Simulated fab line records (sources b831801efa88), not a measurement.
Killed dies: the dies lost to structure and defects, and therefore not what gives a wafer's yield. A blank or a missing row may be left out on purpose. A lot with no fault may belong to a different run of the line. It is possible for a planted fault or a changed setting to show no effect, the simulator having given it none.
What tool caused it? -- flow gf180mcu -- 14 lots with 39 wafers sampled at 5 steps, on a route of 602 steps

## WHAT THE GAUGES READ, wafer by wafer
GF_HV_LDD_CD_MEAS_31: the cd target is 400 nm. Usual: cdNm 399.8 nm, standard deviation 2.7.
lot,measured,on,cdNm (nm),flag
L136,day 11 13:34,cdSem-02,403.9 402.2 402.8,
L137,day 11 21:51,cdSem-01,399.1 401.3 398.9,
L143,day 13 16:46,cdSem-02,397.2 399.0,
L146,day 14 19:36,cdSem-02,400.9 401.6,
L147,day 15 03:37,cdSem-02,402.1 400.9,
L148,day 15 15:43,cdSem-01,397.7 396.6 397.3,
L149,day 15 17:31,cdSem-02,396.4 397.1 399.6,
L150,day 16 02:25,cdSem-01,399.5 403.6 401.9,
L151,day 16 07:22,cdSem-01,401.9 401.3 402.6,
L154,day 17 08:28,cdSem-02,393.8 395.0 396.4,
L155,day 17 20:14,cdSem-02,396.4 397.4 396.3,
L156,day 18 04:43,cdSem-02,400.3 397.6 400.2,
L157,day 18 09:19,cdSem-02,400.1 401.1 401.0,
L158,day 18 15:22,cdSem-01,399.7 399.6 400.3,

GF_HV_LDD_OVL_MEAS_47. Usual: HV_LDD_03_OVL typically reads -0.4 nm, with standard deviation 1.2.
lot,measured,on,HV_LDD_03_OVL (nm),flag
L136,day 12 09:32,overlay-01,-3.2 -1.5 0.8,
L137,day 12 18:32,overlay-02,-2.1 -1.4 -1.9,
L143,day 14 14:05,overlay-01,-0.3 -0.3,
L146,day 15 17:59,overlay-01,0.9 0.7,
L147,day 16 01:38,overlay-02,-1.0 -0.8,
L148,day 16 14:35,overlay-02,-0.5 -2.2 -1.4,
L149,day 16 15:56,overlay-02,-0.2 -0.6 -1.5,
L150,day 17 01:38,overlay-01,-1.4 -2.8 -2.0,
L151,day 17 06:17,overlay-02,0.0 -0.5 -1.5,
L154,day 18 08:29,overlay-02,1.6 1.0 2.1,
L155,day 18 21:08,overlay-01,-1.1 -0.9 -2.2,
L156,day 19 05:08,overlay-01,-1.0 -0.2 -0.9,
L157,day 19 10:06,overlay-01,1.9 -0.5 1.0,
L158,day 19 16:14,overlay-01,-3.7 -1.6 -1.6,

GF_HV_LDD_TW_MEAS_50. Usual: HV_LDD_4_TW typically reads 573, with standard deviation 5.5.
lot,measured,on,HV_LDD_4_TW,flag
L136,day 12 09:49,filmMetro-02,579 578 576,
L137,day 12 18:50,filmMetro-01,576 574 573,
L143,day 14 14:22,filmMetro-04,571 568,
L146,day 15 18:17,filmMetro-04,572 571,
L147,day 16 01:55,filmMetro-02,576 581,
L148,day 16 14:52,filmMetro-01,568 568 570,
L149,day 16 16:13,filmMetro-02,580 580 581,
L150,day 17 01:55,filmMetro-02,578 578 581,
L151,day 17 06:34,filmMetro-04,572 575 573,
L154,day 18 08:46,filmMetro-01,568 572 572,
L155,day 18 21:25,filmMetro-02,579 579 584,
L156,day 19 05:25,filmMetro-04,566 565 563,
L157,day 19 10:23,filmMetro-04,566 564 566,
L158,day 19 16:31,filmMetro-01,568 566 566,

## TOOL THAT RAN EACH LOT (tool first, then ch and the chambers of the sampled wafers, then the start)
lot,GF_HV_LDD_COAT_41,GF_HV_LDD_STRIP_49
L136,"lithoTrack-04 ch 0, day 11 23:40","plasmaAsher-01 ch 0,1, day 12 09:43"
L137,"lithoTrack-02 ch 0, day 12 08:19","plasmaAsher-04 ch 0,1, day 12 18:45"
L143,"lithoTrack-02 ch 0, day 14 03:31","plasmaAsher-01 ch 0, day 14 14:16"
L146,"lithoTrack-02 ch 0, day 15 07:22","plasmaAsher-04 ch 0, day 15 18:12"
L147,"lithoTrack-02 ch 0, day 15 14:10","plasmaAsher-03 ch 0,1, day 16 01:49"
L148,"lithoTrack-04 ch 0, day 16 03:19","plasmaAsher-01 ch 0,1, day 16 14:46"
L149,"lithoTrack-04 ch 0, day 16 04:49","plasmaAsher-04 ch 0,1, day 16 16:07"
L150,"lithoTrack-04 ch 0, day 16 13:52","plasmaAsher-03 ch 0,1, day 17 01:49"
L151,"lithoTrack-01 ch 0, day 16 19:04","plasmaAsher-04 ch 0,1, day 17 06:28"
L154,"lithoTrack-01 ch 0, day 17 20:19","plasmaAsher-01 ch 0,1, day 18 08:40"
L155,"lithoTrack-01 ch 0, day 18 08:59","plasmaAsher-01 ch 0,1, day 18 21:19"
L156,"lithoTrack-04 ch 0, day 18 16:40","plasmaAsher-03 ch 0,1, day 19 05:19"
L157,"lithoTrack-02 ch 0, day 18 21:22","plasmaAsher-04 ch 0,1, day 19 10:17"
L158,"lithoTrack-02 ch 0, day 19 03:55","plasmaAsher-04 ch 0,1, day 19 16:25"
- GF_HV_LDD_COAT_41: resist thk 1000 nm.
- GF_HV_LDD_STRIP_49: strips in O2/N2.

## AS READ BY THE TOOLS THEMSELVES (means over the sampled wafers that have a number; for cases with no such wafer, the mark the record gives instead)
GF_HV_LDD_COAT_41. Usual: chillPlateTempC 23.02 C, standard deviation 0.092.
lot,tool,chillPlateTempC (C),flag
L136,lithoTrack-04,23.11,
L137,lithoTrack-02,23.00,
L143,lithoTrack-02,23.09,
L146,lithoTrack-02,22.99,
L147,lithoTrack-02,23.05,
L148,lithoTrack-04,22.98,
L149,lithoTrack-04,22.88,
L150,lithoTrack-04,23.14,
L151,lithoTrack-01,23.01,
L154,lithoTrack-01,22.99,
L155,lithoTrack-01,23.02,
L156,lithoTrack-04,23.14,
L157,lithoTrack-02,23.11,
L158,lithoTrack-02,23.10,

GF_HV_LDD_STRIP_49. Usual: chamberPressureMTorr 1500.0 mTorr, standard deviation 1.3; drypumpMotorCurrentA 5.68 A, standard deviation 0.29; heaterPowerW 350 W, standard deviation 25; oesProductAu 0.716 a.u., standard deviation 0.0047; stripTimeToEndpointS 12.65 s, standard deviation 0.036.
lot,tool,chamberPressureMTorr (mTorr),drypumpMotorCurrentA (A),heaterPowerW (W),oesProductAu (a.u.),stripTimeToEndpointS (s),flag
L136,plasmaAsher-01,1500.3,5.85,324,0.715,12.64,
L137,plasmaAsher-04,1500.2,5.73,359,0.716,12.64,
L143,plasmaAsher-01,1500.9,5.99,316,0.717,12.41,OFF
L146,plasmaAsher-04,1500.7,6.02,364,0.717,12.34,OFF
L147,plasmaAsher-03,1498.5,5.54,336,0.718,12.32,OFF
L148,plasmaAsher-01,1499.4,5.86,328,0.714,12.73,
L149,plasmaAsher-04,1500.3,5.49,365,0.714,12.68,
L150,plasmaAsher-03,1501.5,5.49,333,0.720,12.65,
L151,plasmaAsher-04,1499.9,5.50,366,0.715,12.69,
L154,plasmaAsher-01,1501.6,5.87,328,0.711,12.64,
L155,plasmaAsher-01,1499.4,5.86,331,0.714,12.59,
L156,plasmaAsher-03,1498.6,5.60,334,0.720,12.66,
L157,plasmaAsher-04,1500.1,5.76,383,0.717,12.65,
L158,plasmaAsher-04,1499.7,5.73,385,0.712,12.62,

## THE ANSWER, worked out from the rows above alone
Rule: a lot counts as off when the mean over its wafers that have a number is more than 3 standard deviations away from the usual mean. A lot without any number at a reading at which 4 lots or more have one is off too. Where the step has rows for the other lots, those lots are counted as sound. The gauges are gone through in route order, then the tools' own readings, and for those a lot's mean is taken as printed above. At the first step where some lot is off, the reading lying furthest off is the one used; lots without a number count as furthest.
Off: L143, L146, L147, at GF_HV_LDD_STRIP_49 (stripTimeToEndpointS).
If a tool, at that step or one of the process steps before it, ran each lot that is off and ran no sound lot following the first of them, it fits. None of those tried fits.

## WHAT HAD BEEN PUT IN BY THE SIMULATOR
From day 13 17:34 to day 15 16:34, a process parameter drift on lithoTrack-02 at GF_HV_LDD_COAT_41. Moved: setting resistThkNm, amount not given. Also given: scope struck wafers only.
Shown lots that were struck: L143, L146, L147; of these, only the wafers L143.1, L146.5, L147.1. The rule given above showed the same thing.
